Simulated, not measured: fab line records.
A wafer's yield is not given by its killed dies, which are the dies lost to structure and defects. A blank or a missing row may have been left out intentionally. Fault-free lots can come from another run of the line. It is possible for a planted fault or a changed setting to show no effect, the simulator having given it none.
fab line records | flow gf180mcu | part 1 of 2: steps 1 to 30 of 43
record lots=5 | wafers=15 | last_day=33
route steps=602 shown HV_LDD@214 NSD@235 PSD@248
lots untouched by any fault: they come from a run of this same line in which no faults occurred
start_h: hours from the record's opening day to when the first of the lot's shown wafers began | wait_h: time in hours since the lot's previous step | " unchanged from the row above | L1.1+2: several wafers, shown together as one row | - no value, or no start was given | * or withheld: withheld | < > ~ a bound
route shown NAME@n: names a module that has steps shown in the file, with the first one's number in the route | usual: average and standard deviation across the fault-free wafers | same: alike in all rows | chamber/n: place in a boat | sites: the reading at each site | _std_site: how widely they spread, as a standard deviation | _edge_site: the outer-site mean with the inner-site mean subtracted | radius_mm: for every site, how far away it sits from the centre of the wafer | mask NAME#n: copy n | behind: the last tool/chamber to shape the wafer | hold: why the lot went on hold/how many hours it stayed there/how the hold came to an end | device: which transistor (n, p or np) failed to switch | end of line: the route-end tests of the same wafers | a step given without rows: its recipe and nothing more | killed: count of dies lost to structure and defects at first sort (not the wafer's yield) | map: per-die view of a wafer (x killed, . not killed, _ where there is no die)
set.NAME: the setting as run; set.NAME@STEP: as run at that earlier step | model.NAME: the simulator's own value behind a step, which no gauge read
lots at selected steps of the route; one table per step, one row per wafer
services: a tool's chamber out of use, with start hour (start_h, from the record's first day; less than 0 if before it), hours out, and reason
## steps
# step GF_HV_LDD_TW_MEAS_38
# usual HV_LDD_3_TW=1437/7.8
lot.wafer | tool          | chamber | start_h | wait_h | HV_LDD_3_TW
L083.2    | film_metro-01 | -       | 335.83  | 0.1    | 1430
L083.4    | "             | -       | "       | "      | 1439
L083.5    | "             | -       | "       | "      | 1437
L084.1    | film_metro-02 | -       | 338.72  | 0.1    | 1431
L084.2    | "             | -       | "       | "      | 1442
L084.3    | "             | -       | "       | "      | 1448
L088.1    | film_metro-01 | -       | 374.06  | 0.1    | 1428
L088.2    | "             | -       | "       | "      | 1427
L088.6    | "             | -       | "       | "      | 1422
L092.1    | film_metro-04 | -       | 394.59  | 0.1    | 1442
L092.2    | "             | -       | "       | "      | 1440
L092.4    | "             | -       | "       | "      | 1444
L091.1    | film_metro-02 | -       | 396.28  | 0.1    | 1438
L091.5    | "             | -       | "       | "      | 1442
L091.6    | "             | -       | "       | "      | 1441
# step GF_HV_LDD_DEHYDRATE_39
# recipe temp_c=200 | time_s=60
lot.wafer  | tool           | chamber | start_h | wait_h
L083.2+4+5 | litho_track-02 | 0       | 346.19  | 10.3
L084.1+2+3 | litho_track-04 | 0       | 348.55  | 9.8
L088.1+2+6 | litho_track-04 | 0       | 384.85  | 10.8
L092.1+2+4 | litho_track-02 | 0       | 405.02  | 10.4
L091.1+5+6 | litho_track-02 | 0       | 406.92  | 10.6
# step GF_HV_LDD_HMDS_40
# recipe prime_time_s=60 | prime_temp_c=120
lot.wafer  | tool           | chamber | start_h | wait_h
L083.2+4+5 | litho_track-02 | 0       | 346.34  | 0.1
L084.1+2+3 | litho_track-04 | 0       | 348.70  | 0.1
L088.1+2+6 | litho_track-04 | 0       | 385.00  | 0.1
L092.1+2+4 | litho_track-02 | 0       | 405.17  | 0.1
L091.1+5+6 | litho_track-02 | 0       | 407.07  | 0.1
# step GF_HV_LDD_COAT_41
# recipe resist=NOVOLAK | spin_rpm=3000 | resist_thk_nm=1000
lot.wafer  | tool           | chamber | start_h | wait_h
L083.2+4+5 | litho_track-02 | 0       | 346.49  | 0.1
L084.1+2+3 | litho_track-04 | 0       | 348.85  | 0.1
L088.1+2+6 | litho_track-04 | 0       | 385.15  | 0.1
L092.1+2+4 | litho_track-02 | 0       | 405.32  | 0.1
L091.1+5+6 | litho_track-02 | 0       | 407.22  | 0.1
# step GF_HV_LDD_SOFTBAKE_42
# recipe temp_c=90 | time_s=60 | resist=NOVOLAK
lot.wafer  | tool           | chamber | start_h | wait_h
L083.2+4+5 | litho_track-02 | 0       | 346.64  | 0.1
L084.1+2+3 | litho_track-04 | 0       | 349.00  | 0.1
L088.1+2+6 | litho_track-04 | 0       | 385.30  | 0.1
L092.1+2+4 | litho_track-02 | 0       | 405.47  | 0.1
L091.1+5+6 | litho_track-02 | 0       | 407.37  | 0.1
# step GF_HV_LDD_EXPOSE_43
# recipe mask_id=Pplus_HV_AREA | target_cd_nm=400 | na=0.6 | source_shape=conventional | sigma_outer=0.6 | dose_mj=140
lot.wafer  | tool             | chamber | start_h | wait_h | mask
L083.2+4+5 | iline_stepper-01 | 0       | -       | -      | Pplus_HV_AREA#0
L084.1+2+3 | iline_stepper-01 | 0       | -       | -      | Pplus_HV_AREA#0
L088.1+2+6 | iline_stepper-01 | 0       | -       | -      | Pplus_HV_AREA#0
L092.1+2+4 | iline_stepper-01 | 0       | -       | -      | Pplus_HV_AREA#0
L091.1+5+6 | iline_stepper-01 | 0       | -       | -      | Pplus_HV_AREA#0
# step GF_HV_LDD_PEB_44
# recipe temp_c=withheld | time_s=* | resist=NOVOLAK
lot.wafer  | tool           | chamber | start_h | wait_h
L083.2+4+5 | litho_track-04 | 0       | -       | -
L084.1+2+3 | litho_track-04 | 0       | -       | -
L088.1+2+6 | litho_track-01 | 0       | -       | -
L092.1+2+4 | litho_track-02 | 0       | -       | -
L091.1+5+6 | litho_track-02 | 0       | -       | -
# step GF_HV_LDD_DEVELOP_45
# recipe develop_time_s=60 | dev_temp_c=23
# same develop_time_s=60
lot.wafer  | tool           | chamber | start_h | wait_h
L083.2+4+5 | litho_track-04 | 0       | 356.62  | 0.1
L084.1+2+3 | litho_track-04 | 0       | 359.70  | 0.1
L088.1+2+6 | litho_track-01 | 0       | 396.82  | 0.1
L092.1+2+4 | litho_track-02 | 0       | 417.17  | 0.1
L091.1+5+6 | litho_track-02 | 0       | 419.27  | 0.1
# step GF_HV_LDD_CD_MEAS_46
# recipe target_cd_nm=400
# usual cd_nm=399.7/2.1
lot.wafer | tool      | chamber | start_h | wait_h | cd_nm
L083.2    | cd_sem-01 | -       | 356.77  | 0.1    | 402.7
L083.4    | "         | -       | "       | "      | 400.1
L083.5    | "         | -       | "       | "      | 400.8
L084.1    | cd_sem-02 | -       | 359.85  | 0.1    | 399.8
L084.2    | "         | -       | "       | "      | 397.0
L084.3    | "         | -       | "       | "      | 399.0
L088.1    | cd_sem-01 | -       | 396.97  | 0.1    | 399.1
L088.2    | "         | -       | "       | "      | 400.9
L088.6    | "         | -       | "       | "      | 400.3
L092.1    | cd_sem-01 | -       | 417.32  | 0.1    | 400.3
L092.2    | "         | -       | "       | "      | 397.1
L092.4    | "         | -       | "       | "      | 398.1
L091.1    | cd_sem-02 | -       | 419.42  | 0.1    | 401.0
L091.5    | "         | -       | "       | "      | 401.0
L091.6    | "         | -       | "       | "      | 400.1
# step GF_HV_LDD_OVL_MEAS_47
# usual HV_LDD_03_OVL=0.1/1.3
lot.wafer | tool       | chamber | start_h | wait_h | HV_LDD_03_OVL[nm]
L083.2    | overlay-02 | -       | 356.88  | 0.1    | 1.2
L083.4    | "          | -       | "       | "      | 1.5
L083.5    | "          | -       | "       | "      | -0.4
L084.1    | overlay-02 | -       | 359.97  | 0.1    | -0.9
L084.2    | "          | -       | "       | "      | -1.2
L084.3    | "          | -       | "       | "      | -1.3
L088.1    | overlay-01 | -       | 397.09  | 0.1    | 1.8
L088.2    | "          | -       | "       | "      | -0.4
L088.6    | "          | -       | "       | "      | -0.9
L092.1    | overlay-02 | -       | 417.44  | 0.1    | -2.3
L092.2    | "          | -       | "       | "      | -1.6
L092.4    | "          | -       | "       | "      | -1.0
L091.1    | overlay-01 | -       | 419.54  | 0.1    | 0.9
L091.5    | "          | -       | "       | "      | 1.6
L091.6    | "          | -       | "       | "      | 1.0
# step GF_HV_LDD_IMPLANT_48
# recipe species=B | energy_kev=25 | dose_cm2=3e+13 | tilt_deg=7
# usual dose_ions_cm2=3e+13/3.3e+10
lot.wafer | tool         | chamber | start_h | wait_h | dose_ions_cm2
L083.2    | implanter-02 | 0       | 356.93  | 0.0    | 3.001e+13
L083.4    | "            | 0       | "       | "      | 2.998e+13
L083.5    | "            | 0       | "       | "      | 3e+13
L084.1    | implanter-03 | 0       | 360.01  | 0.0    | 3.002e+13
L084.2    | "            | 0       | "       | "      | 2.995e+13
L084.3    | "            | 0       | "       | "      | 2.998e+13
L088.1    | implanter-03 | 0       | 397.13  | 0.0    | 3.005e+13
L088.2    | "            | 0       | "       | "      | 3.007e+13
L088.6    | "            | 0       | "       | "      | 3.005e+13
L092.1    | implanter-02 | 0       | 417.47  | 0.0    | 3.001e+13
L092.2    | "            | 0       | "       | "      | 2.999e+13
L092.4    | "            | 0       | "       | "      | 3e+13
L091.1    | implanter-04 | 0       | 419.57  | 0.0    | 3.002e+13
L091.5    | "            | 0       | "       | "      | 3e+13
L091.6    | "            | 0       | "       | "      | 3.004e+13
# step GF_HV_LDD_STRIP_49
# recipe chemistry=O2/N2 | power_w=1400 | pressure_mtorr=1500 | platen_temp_c=250 | o2_flow_sccm=3000 | n2_flow_sccm=300 | overash_fraction=0.5
# usual drypump_motor_current_A=5.9/0.54 | heater_power_w=342/36 | oes_product_au=0.717/0.0049 | strip_time_to_endpoint_s=12.63/0.035
lot.wafer | tool            | chamber | start_h | wait_h | drypump_motor_current_A | heater_power_w | oes_product_au | rf_hours_counter_h | strip_time_to_endpoint_s
L083.2    | plasma_asher-03 | 1       | 357.06  | 0.1    | 6.2                     | 350            | 0.716          | 60                 | 12.61
L083.4    | "               | 0       | "       | "      | 6.2                     | 315            | 0.714          | -                  | 12.63
L083.5    | "               | 0       | "       | "      | 6.2                     | 322            | 0.716          | -                  | 12.68
L084.1    | plasma_asher-04 | 1       | 360.16  | 0.1    | 4.8                     | 296            | 0.718          | 73                 | 12.66
L084.2    | "               | 0       | "       | "      | 5.7                     | 306            | 0.719          | 73                 | 12.66
L084.3    | "               | 1       | "       | "      | 4.8                     | 286            | 0.716          | -                  | 12.64
L088.1    | plasma_asher-01 | 0       | 397.28  | 0.1    | 6.5                     | 385            | 0.708          | 71                 | 12.61
L088.2    | "               | 1       | "       | "      | 5.6                     | 375            | 0.718          | 71                 | 12.59
L088.6    | "               | 0       | "       | "      | 6.5                     | 379            | 0.711          | -                  | 12.63
L092.1    | plasma_asher-01 | 0       | 417.62  | 0.1    | 6.4                     | 390            | 0.724          | 73                 | 12.59
L092.2    | "               | 1       | "       | "      | 5.6                     | 368            | 0.711          | 73                 | 12.59
L092.4    | "               | 1       | "       | "      | 5.6                     | 368            | 0.718          | -                  | 12.58
L091.1    | plasma_asher-04 | 0       | 419.72  | 0.1    | 5.7                     | 305            | 0.722          | 80                 | 12.62
L091.5    | "               | 1       | "       | "      | 4.8                     | 285            | 0.716          | -                  | 12.62
L091.6    | "               | 0       | "       | "      | 5.7                     | 312            | 0.720          | -                  | 12.61
# step GF_HV_LDD_TW_MEAS_50
# usual HV_LDD_4_TW=569/3.7
lot.wafer | tool          | chamber | start_h | wait_h | HV_LDD_4_TW
L083.2    | film_metro-01 | -       | 357.17  | 0.1    | 568
L083.4    | "             | -       | "       | "      | 563
L083.5    | "             | -       | "       | "      | 565
L084.1    | film_metro-01 | -       | 360.26  | 0.1    | 567
L084.2    | "             | -       | "       | "      | 570
L084.3    | "             | -       | "       | "      | 570
L088.1    | film_metro-01 | -       | 397.38  | 0.1    | 562
L088.2    | "             | -       | "       | "      | 560
L088.6    | "             | -       | "       | "      | 561
L092.1    | film_metro-01 | -       | 417.72  | 0.1    | 574
L092.2    | "             | -       | "       | "      | 571
L092.4    | "             | -       | "       | "      | 573
L091.1    | film_metro-01 | -       | 419.82  | 0.1    | 571
L091.5    | "             | -       | "       | "      | 573
L091.6    | "             | -       | "       | "      | 575
# step GF_HV_LDD_CLEAN_51
# recipe chemistry=SC1/SC2 | mix=1:4:20 | temp_c=70 | time_s=150 | dry=n2_spin
# usual bath_heat_duty_pct=12.6/1.4
lot.wafer | tool         | chamber | start_h | wait_h | bath_heat_duty_pct
L083.2    | wet_bench-03 | 1       | 357.22  | 0.0    | 11.5
L083.4    | "            | 1       | "       | "      | 11.2
L083.5    | "            | 1       | "       | "      | 10.8
L084.1    | wet_bench-01 | 1       | 360.32  | 0.1    | 14.5
L084.2    | "            | 1       | "       | "      | 13.8
L084.3    | "            | 1       | "       | "      | 12.1
L088.1    | wet_bench-03 | 1       | 397.44  | 0.1    | 11.0
L088.2    | "            | 1       | "       | "      | 11.5
L088.6    | "            | 1       | "       | "      | 11.5
L092.1    | wet_bench-02 | 1       | 417.78  | 0.1    | 13.0
L092.2    | "            | 1       | "       | "      | 12.4
L092.4    | "            | 1       | "       | "      | 11.5
L091.1    | wet_bench-01 | 3       | 419.88  | 0.1    | 11.3
L091.5    | "            | 3       | "       | "      | 10.1
L091.6    | "            | 3       | "       | "      | 10.2
# step GF_HV_LDD_RTA_52
# recipe temp_c=1000 | time_s=10 | ambient=N2
# usual anneal_temp_c_max=1003.7/0.72 | chamber_o2_ppm=1.999/0.019 | lamp_power_pct=32.7/0.75 | wafer_temp_C_max=1005.2/2.8
lot.wafer | tool          | chamber | start_h | wait_h | anneal_temp_c_max | chamber_o2_ppm | lamp_power_pct | wafer_temp_C_max
L083.2    | rtp_anneal-02 | 0       | 357.28  | 0.0    | 1002.9            | 1.990          | 33.3           | 1002.3
L083.4    | "             | 0       | "       | "      | 1003.8            | 2.004          | 33.3           | 1003.1
L083.5    | "             | 0       | "       | "      | 1003.7            | 1.982          | 33.3           | 1003.6
L084.1    | rtp_anneal-02 | 0       | 360.37  | 0.0    | 1003.9            | 1.974          | 33.4           | 1003.4
L084.2    | "             | 0       | "       | "      | 1002.9            | 1.997          | 33.3           | 1003.8
L084.3    | "             | 0       | "       | "      | 1002.6            | 1.997          | 33.3           | 1003.1
L088.1    | rtp_anneal-02 | 0       | 397.49  | 0.0    | 1004.6            | 1.982          | 33.3           | 1002.8
L088.2    | "             | 0       | "       | "      | 1004.1            | 2.002          | 33.4           | 1002.5
L088.6    | "             | 0       | "       | "      | 1005.7            | 1.991          | 33.3           | 1003.4
L092.1    | rtp_anneal-01 | 0       | 417.88  | 0.0    | 1003.9            | 2.043          | 31.8           | 1008.0
L092.2    | "             | 0       | "       | "      | 1004.6            | 2.020          | 31.8           | 1005.9
L092.4    | "             | 0       | "       | "      | 1003.7            | 1.989          | 31.8           | 1011.4
L091.1    | rtp_anneal-02 | 0       | 419.93  | 0.0    | 1003.5            | 2.012          | 33.3           | 1003.0
L091.5    | "             | 0       | "       | "      | 1003.4            | 1.995          | 33.3           | 1002.7
L091.6    | "             | 0       | "       | "      | 1003.7            | 2.021          | 33.3           | 1003.5
# step GF_HV_LDD_RS_MEAS_53
# recipe thk_meas_gauge=four-point-probe
# usual HV_LDD_RS=418.5/0.99
lot.wafer | tool          | chamber | start_h | wait_h | HV_LDD_RS[ohm/sq]
L083.2    | film_metro-04 | -       | 357.35  | 0.1    | 419.2
L083.4    | "             | -       | "       | "      | 419.7
L083.5    | "             | -       | "       | "      | 419.3
L084.1    | film_metro-04 | -       | 360.43  | 0.1    | 419.2
L084.2    | "             | -       | "       | "      | 419.4
L084.3    | "             | -       | "       | "      | 418.6
L088.1    | film_metro-01 | -       | 397.62  | 0.1    | 416.8
L088.2    | "             | -       | "       | "      | 416.4
L088.6    | "             | -       | "       | "      | 417.9
L092.1    | film_metro-01 | -       | 417.95  | 0.1    | 417.9
L092.2    | "             | -       | "       | "      | 418.6
L092.4    | "             | -       | "       | "      | 417.3
L091.1    | film_metro-01 | -       | 420.00  | 0.1    | 417.3
L091.5    | "             | -       | "       | "      | 417.8
L091.6    | "             | -       | "       | "      | 418.1
# step GF_HV_LDD_CVD_54
# recipe material=SiO2 | target_thk_nm=10 | precursor=TEOS | temp_c=680 | time_s=75 | pressure_mtorr=400
# usual spike_tc_lower_C=679.9/1.3 | spike_tc_top_C=698.0/1.6 | zone_power_centre_pct=10.4/1.2
lot.wafer | tool     | chamber | start_h | wait_h | spike_tc_lower_C | spike_tc_top_C | zone_power_centre_pct
L083.2    | lpcvd-01 | 1       | 357.45  | 0.1    | 680.0            | 696.0          | 10.7
L083.4    | "        | 1       | "       | "      | 679.2            | 695.8          | 10.8
L083.5    | "        | 1       | "       | "      | 679.0            | 696.2          | 10.6
L084.1    | lpcvd-01 | 1       | 360.55  | 0.1    | 679.9            | 697.0          | 10.5
L084.2    | "        | 1       | "       | "      | 678.6            | 697.4          | 10.8
L084.3    | "        | 1       | "       | "      | 679.3            | 695.5          | 10.6
L088.1    | lpcvd-01 | 0       | 397.74  | 0.1    | 679.0            | 699.9          | 9.0
L088.2    | "        | 0       | "       | "      | 680.6            | 700.6          | 9.2
L088.6    | "        | 0       | "       | "      | 678.8            | 699.8          | 9.3
L092.1    | lpcvd-01 | 1       | 418.07  | 0.1    | 680.1            | 698.1          | 10.8
L092.2    | "        | 1       | "       | "      | 679.8            | 698.8          | 10.9
L092.4    | "        | 1       | "       | "      | 679.6            | 698.2          | 10.8
L091.1    | lpcvd-01 | 1       | 420.12  | 0.1    | 678.8            | 697.3          | 11.0
L091.5    | "        | 1       | "       | "      | 678.8            | 698.3          | 10.7
L091.6    | "        | 1       | "       | "      | 678.2            | 697.9          | 10.8
# step GF_HV_LDD_THK_MEAS_55
# recipe reads=SiO2_of_HV_LDD_CVD_54
# usual HV_LDD_CVD_54_THK=10.01/0.14
lot.wafer | tool          | chamber | start_h | wait_h | HV_LDD_CVD_54_THK[nm]
L083.2    | film_metro-01 | -       | 358.48  | 0.0    | 10.05
L083.4    | "             | -       | "       | "      | 10.00
L083.5    | "             | -       | "       | "      | 10.10
L084.1    | film_metro-02 | -       | 361.57  | 0.0    | 9.75
L084.2    | "             | -       | "       | "      | 9.85
L084.3    | "             | -       | "       | "      | 9.73
L088.1    | film_metro-02 | -       | 398.76  | 0.0    | 9.85
L088.2    | "             | -       | "       | "      | 10.10
L088.6    | "             | -       | "       | "      | 9.85
L092.1    | film_metro-01 | -       | 419.09  | 0.0    | 9.78
L092.2    | "             | -       | "       | "      | 9.65
L092.4    | "             | -       | "       | "      | 9.84
L091.1    | film_metro-01 | -       | 421.14  | 0.0    | 10.07
L091.5    | "             | -       | "       | "      | 10.02
L091.6    | "             | -       | "       | "      | 10.01
# step GF_HV_LDD_CVD_56
# recipe material=Si3N4 | precursor=DCS/NH3 | target_thk_nm=90 | temp_c=770 | time_s=1543 | pressure_mtorr=250
# usual spike_tc_lower_C=770.3/1.4 | spike_tc_top_C=785.0/1.5 | zone_power_centre_pct=13.4/1.8
lot.wafer | tool     | chamber | start_h | wait_h | spike_tc_lower_C | spike_tc_top_C | zone_power_centre_pct
L083.2    | lpcvd-02 | 0       | 358.56  | 0.1    | 769.3            | 784.6          | 15.7
L083.4    | "        | 0       | "       | "      | 769.3            | 786.2          | 15.6
L083.5    | "        | 0       | "       | "      | 769.8            | 784.6          | 15.5
L084.1    | lpcvd-01 | 0       | 361.63  | 0.1    | 770.2            | 787.6          | 11.5
L084.2    | "        | 0       | "       | "      | 768.5            | 787.4          | 11.7
L084.3    | "        | 0       | "       | "      | 768.9            | 786.5          | 11.5
L088.1    | lpcvd-01 | 1       | 400.10  | 1.3    | 768.7            | 784.8          | 13.8
L088.2    | "        | 1       | "       | "      | 769.5            | 783.2          | 13.5
L088.6    | "        | 1       | "       | "      | 769.3            | 783.8          | 13.6
L092.1    | lpcvd-02 | 0       | 419.15  | 0.1    | 771.0            | 782.6          | 15.6
L092.2    | "        | 0       | "       | "      | 769.6            | 784.1          | 15.6
L092.4    | "        | 0       | "       | "      | 769.2            | 784.3          | 15.7
L091.1    | lpcvd-02 | 1       | 421.20  | 0.1    | 771.6            | 784.7          | 11.7
L091.5    | "        | 1       | "       | "      | 771.2            | 786.3          | 11.9
L091.6    | "        | 1       | "       | "      | 771.7            | 786.1          | 12.0
# step GF_HV_LDD_THK_MEAS_57
# recipe reads=Si3N4_of_HV_LDD_CVD_56
# usual HV_LDD_CVD_56_THK=89.8/1.1
lot.wafer | tool          | chamber | start_h | wait_h | HV_LDD_CVD_56_THK[nm]
L083.2    | film_metro-01 | -       | 360.00  | 0.0    | 91.8
L083.4    | "             | -       | "       | "      | 90.9
L083.5    | "             | -       | "       | "      | 91.4
L084.1    | film_metro-02 | -       | 363.06  | 0.0    | 87.9
L084.2    | "             | -       | "       | "      | 87.7
L084.3    | "             | -       | "       | "      | 88.0
L088.1    | film_metro-04 | -       | 401.53  | 0.0    | 89.3
L088.2    | "             | -       | "       | "      | 90.1
L088.6    | "             | -       | "       | "      | 90.3
L092.1    | film_metro-04 | -       | 420.58  | 0.0    | 90.2
L092.2    | "             | -       | "       | "      | 92.2
L092.4    | "             | -       | "       | "      | 90.7
L091.1    | film_metro-04 | -       | 422.63  | 0.0    | 89.7
L091.5    | "             | -       | "       | "      | 89.6
L091.6    | "             | -       | "       | "      | 89.7
# step GF_HV_LDD_ETCHBACK_58
# recipe chemistry=CH3F/O2 | target=Si3N4 | stop_on=SiO2 | source_w=392.3 | bias_w=80 | pressure_mtorr=25 | ch3f_flow_sccm=40 | O2_flow_sccm=30 | time_s=100 | target_depth_a=900
# usual drypump_motor_current_A=5.7/0.56 | oes_product_au=0.842/0.0073 | throttle_valve_pct=10.560/0.0095
lot.wafer | tool        | chamber | start_h | wait_h | drypump_motor_current_A | oes_product_au | rf_hours_counter_h | throttle_valve_pct
L083.2    | rie_diel-02 | 0       | 360.05  | 0.0    | 6.4                     | 0.850          | 26                 | 10.574
L083.4    | "           | 2       | "       | "      | 5.6                     | 0.849          | 55                 | 10.561
L083.5    | "           | 3       | "       | "      | 5.2                     | 0.849          | -                  | 10.562
L084.1    | rie_diel-03 | 2       | 363.12  | 0.1    | 5.7                     | 0.829          | 16                 | 10.568
L084.2    | "           | 3       | "       | "      | 4.9                     | 0.836          | 25                 | 10.555
L084.3    | "           | 1       | "       | "      | 6.2                     | 0.840          | 7                  | 10.563
L088.1    | rie_diel-03 | 2       | 401.59  | 0.1    | 5.7                     | 0.846          | 17                 | 10.554
L088.2    | "           | 0       | "       | "      | 6.1                     | 0.844          | 75                 | 10.564
L088.6    | "           | 0       | "       | "      | 6.1                     | 0.834          | -                  | 10.554
L092.1    | rie_diel-03 | 1       | 420.64  | 0.1    | 6.1                     | 0.846          | 8                  | 10.559
L092.2    | "           | 3       | "       | "      | 4.8                     | 0.856          | 26                 | 10.581
L092.4    | "           | 0       | "       | "      | 6.1                     | 0.842          | 75                 | 10.553
L091.1    | rie_diel-02 | 0       | 422.69  | 0.1    | 6.4                     | 0.841          | 28                 | 10.557
L091.5    | "           | 0       | "       | "      | 6.4                     | 0.840          | -                  | 10.536
L091.6    | "           | 3       | "       | "      | 5.2                     | 0.848          | -                  | 10.558
# step GF_NSD_DEHYDRATE_00
# recipe temp_c=200 | time_s=60
lot.wafer  | tool           | chamber | start_h | wait_h
L083.2+4+5 | litho_track-02 | 0       | 370.79  | 10.7
L084.1+2+3 | litho_track-02 | 0       | 373.82  | 10.7
L088.1+2+6 | litho_track-02 | 0       | 413.22  | 11.6
L092.1+2+4 | litho_track-03 | 0       | 431.52  | 10.8
L091.1+5+6 | litho_track-03 | 0       | 433.67  | 10.9
# step GF_NSD_HMDS_01
# recipe prime_time_s=60 | prime_temp_c=120
lot.wafer  | tool           | chamber | start_h | wait_h
L083.2+4+5 | litho_track-02 | 0       | 370.94  | 0.1
L084.1+2+3 | litho_track-02 | 0       | 373.97  | 0.1
L088.1+2+6 | litho_track-02 | 0       | 413.37  | 0.1
L092.1+2+4 | litho_track-03 | 0       | 431.67  | 0.1
L091.1+5+6 | litho_track-03 | 0       | 433.82  | 0.1
# step GF_NSD_COAT_02
# recipe resist=NOVOLAK | spin_rpm=3000 | resist_thk_nm=1014
lot.wafer  | tool           | chamber | start_h | wait_h
L083.2+4+5 | litho_track-02 | 0       | 371.09  | 0.1
L084.1+2+3 | litho_track-02 | 0       | 374.12  | 0.1
L088.1+2+6 | litho_track-02 | 0       | 413.52  | 0.1
L092.1+2+4 | litho_track-03 | 0       | 431.82  | 0.1
L091.1+5+6 | litho_track-03 | 0       | 433.97  | 0.1
# step GF_NSD_SOFTBAKE_03
# recipe temp_c=90 | time_s=60 | resist=NOVOLAK
lot.wafer  | tool           | chamber | start_h | wait_h
L083.2+4+5 | litho_track-02 | 0       | 371.24  | 0.1
L084.1+2+3 | litho_track-02 | 0       | 374.27  | 0.1
L088.1+2+6 | litho_track-02 | 0       | 413.67  | 0.1
L092.1+2+4 | litho_track-03 | 0       | 431.97  | 0.1
L091.1+5+6 | litho_track-03 | 0       | 434.12  | 0.1
# step GF_NSD_EXPOSE_04
# recipe mask_id=Nplus | target_cd_nm=400 | na=0.6 | source_shape=conventional | sigma_outer=0.6 | dose_mj=140
lot.wafer  | tool             | chamber | start_h | wait_h | mask
L083.2+4+5 | iline_stepper-01 | 0       | -       | -      | Nplus#0
L084.1+2+3 | iline_stepper-01 | 0       | -       | -      | Nplus#0
L088.1+2+6 | iline_stepper-01 | 0       | -       | -      | Nplus#0
L092.1+2+4 | iline_stepper-02 | 0       | -       | -      | Nplus#0
L091.1+5+6 | iline_stepper-01 | 0       | -       | -      | Nplus#0
# step GF_NSD_PEB_05
# recipe temp_c=withheld | time_s=* | resist=NOVOLAK
lot.wafer  | tool           | chamber | start_h | wait_h
L083.2+4+5 | litho_track-04 | 0       | -       | -
L084.1+2+3 | litho_track-03 | 0       | -       | -
L088.1+2+6 | litho_track-02 | 0       | -       | -
L092.1+2+4 | litho_track-04 | 0       | -       | -
L091.1+5+6 | litho_track-03 | 0       | -       | -
# step GF_NSD_DEVELOP_06
# recipe develop_time_s=60 | dev_temp_c=23
# same develop_time_s=60
lot.wafer  | tool           | chamber | start_h | wait_h
L083.2+4+5 | litho_track-04 | 0       | 382.67  | 0.1
L084.1+2+3 | litho_track-03 | 0       | 385.47  | 0.1
L088.1+2+6 | litho_track-02 | 0       | 425.17  | 0.1
L092.1+2+4 | litho_track-04 | 0       | 444.55  | 0.1
L091.1+5+6 | litho_track-03 | 0       | 446.62  | 0.1
# step GF_NSD_CD_MEAS_07
# recipe target_cd_nm=400
# usual cd_nm=399.7/2.4
lot.wafer | tool      | chamber | start_h | wait_h | cd_nm
L083.2    | cd_sem-01 | -       | 382.82  | 0.1    | 399.4
L083.4    | "         | -       | "       | "      | 397.9
L083.5    | "         | -       | "       | "      | 398.9
L084.1    | cd_sem-02 | -       | 385.62  | 0.1    | 400.7
L084.2    | "         | -       | "       | "      | 399.1
L084.3    | "         | -       | "       | "      | 400.6
L088.1    | cd_sem-01 | -       | 425.32  | 0.1    | 398.5
L088.2    | "         | -       | "       | "      | 400.7
L088.6    | "         | -       | "       | "      | 401.5
L092.1    | cd_sem-02 | -       | 444.70  | 0.1    | 399.4
L092.2    | "         | -       | "       | "      | 401.3
L092.4    | "         | -       | "       | "      | 400.1
L091.1    | cd_sem-02 | -       | 446.77  | 0.1    | 402.0
L091.5    | "         | -       | "       | "      | 403.8
L091.6    | "         | -       | "       | "      | 402.6
# step GF_NSD_OVL_MEAS_08
# usual NSD_OVL=0.0/1.7
lot.wafer | tool       | chamber | start_h | wait_h | NSD_OVL[nm]
L083.2    | overlay-01 | -       | 382.93  | 0.1    | 2.4
L083.4    | "          | -       | "       | "      | 2.6
L083.5    | "          | -       | "       | "      | 1.7
L084.1    | overlay-02 | -       | 385.74  | 0.1    | 1.4
L084.2    | "          | -       | "       | "      | 0.0
L084.3    | "          | -       | "       | "      | 0.1
L088.1    | overlay-02 | -       | 425.44  | 0.1    | 0.9
L088.2    | "          | -       | "       | "      | 0.9
L088.6    | "          | -       | "       | "      | 0.7
L092.1    | overlay-02 | -       | 444.82  | 0.1    | 1.5
L092.2    | "          | -       | "       | "      | 1.4
L092.4    | "          | -       | "       | "      | 0.3
L091.1    | overlay-02 | -       | 446.89  | 0.1    | 2.3
L091.5    | "          | -       | "       | "      | 2.3
L091.6    | "          | -       | "       | "      | 1.3
